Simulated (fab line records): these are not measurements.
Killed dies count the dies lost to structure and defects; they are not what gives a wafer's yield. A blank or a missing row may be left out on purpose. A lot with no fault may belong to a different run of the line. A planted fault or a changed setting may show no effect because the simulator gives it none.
Matching of chambers -- flow sky130 -- 4 sister chambers for SKY_METAL4_ETCH_17 on rieDiel-03
The step etches SiO2 in C4F8/O2/Ar, stops on TiN, time 3.9 s, target depth 15 nm. 14 wafers are shown with their chamber, then 7 later ones without.

## WAFERS WITH THEIR CHAMBER
wafer,chamber,rfFwdPowerW (W),oesProductAu (a.u.)
L948.1,0,1459,0.756
L948.3,3,1459,0.766
L948.5,0,1460,0.760
L950.2,1,1466,0.758
L950.3,0,1459,0.751
L950.4,3,1469,0.770
L955.2,1,1470,0.764
L955.3,0,1465,0.752
L955.6,2,1475,0.768
L956.2,0,1461,0.743
L956.3,3,1456,0.755
L956.4,1,1471,0.765
L963.2,3,1459,0.757
L963.5,2,1473,0.751

SIGNATURES, as means of the wafers listed above
reading,chamber 0,chamber 1,chamber 2,chamber 3,scatter within a chamber
rfFwdPowerW,1460.80,1469.00,1474.00,1460.75,3.71
oesProductAu,0.75240,0.76233,0.75950,0.76200,0.00699
Rule: for each reading, subtract the chamber's mean from the wafer's reading, divide by that reading's scatter and square the result; add these up over the readings and take the root, which gives the wafer's distance from the chamber. If the next closest chamber is less than 2 further off than the closest, the wafer can't be placed; otherwise it belongs to the closest. How the scatter is found: for the shown wafers, subtract from each reading the mean of its chamber, square and add these, divide the total by (wafers less chambers), then take the root.

## WAFERS WITH NO CHAMBER GIVEN
wafer,rfFwdPowerW (W),oesProductAu (a.u.)
L963.6,1465,0.754
L967.3,1471,0.744
L967.4,1466,0.754
L967.5,1475,0.761
L971.1,1467,0.754
L971.2,1471,0.753
L971.5,1460,0.770

## WHICH CHAMBER EACH ONE RAN IN
wafer,from the rows above,in truth
L963.6,can't be placed: 0 or 1 or 3 or 2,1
L967.3,can't be placed: 2 or 1 or 0 or 3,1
L967.4,can't be placed: 0 or 1 or 3 or 2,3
L967.5,can't be placed: 2 or 1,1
L971.1,can't be placed: 1 or 0 or 3 or 2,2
L971.2,can't be placed: 2 or 1 or 0 or 3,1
L971.5,can't be placed: 3 or 0 or 1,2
Correctly placed: 0 of 7. Can't be placed from these rows: 7 (the true chamber is among the candidates in 6). 0 placed wrongly.
